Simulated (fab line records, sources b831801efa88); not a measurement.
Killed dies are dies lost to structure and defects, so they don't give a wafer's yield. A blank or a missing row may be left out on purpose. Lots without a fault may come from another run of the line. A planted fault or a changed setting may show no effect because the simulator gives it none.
Which tool did it? | flow gf180mcu | 6 lots, 17 wafers sampled, at 2 steps of a route of 602

WHAT THE GAUGES READ, wafer by wafer
GF_V3_THK_MEAS_01.
lot  | measured     | on            | V3_CVD_00_THK (nm)
L379 | day 21 19:52 | film_metro-02 | 594 609 606
L381 | day 22 09:47 | film_metro-04 | 608 609 606
L383 | day 23 08:20 | film_metro-02 | 604 585 604
L385 | day 23 18:49 | film_metro-02 | 602 609 602
L387 | day 24 17:02 | film_metro-02 | 609 602 612
L397 | day 27 17:36 | film_metro-01 | 590 593

WHICH TOOL RAN EACH LOT (tool, then ch and the chambers of the sampled wafers, then the start)
lot  | GF_V2_CMP_26
L379 | cmp-02 ch 0,1,2, day 20 18:39
L381 | cmp-01 ch 0,1,2, day 21 08:14
L383 | cmp-01 ch 1,2, day 22 07:58
L385 | cmp-01 ch 0,2,3, day 22 19:33
L387 | cmp-02 ch 0,3, day 23 17:37
L397 | cmp-02 ch 0,3, day 26 19:52
- GF_V2_CMP_26: polishes, stops on SiO2, t overpolish 15 s, target thk 0 nm.

THE ANSWER, worked out from the rows above alone
Rule: what is usual is taken from the lots themselves. Put in order of their means at a reading, lots are off if they are a third of the lots or fewer, leave a main group of 4 or more, and stand apart from it by a gap of 3 or more times the standard deviation of the main group's means; of several such gaps the widest counts. A main group whose means are all the same, to the digits that the tables above print for the reading, isn't used. A lot without any number at a reading at which 4 lots or more have one is off too. The other lots that the step has rows for count as sound.
No lot is off at any reading shown: from this, nothing can be told.

WHAT THE SIMULATOR HAD PUT IN
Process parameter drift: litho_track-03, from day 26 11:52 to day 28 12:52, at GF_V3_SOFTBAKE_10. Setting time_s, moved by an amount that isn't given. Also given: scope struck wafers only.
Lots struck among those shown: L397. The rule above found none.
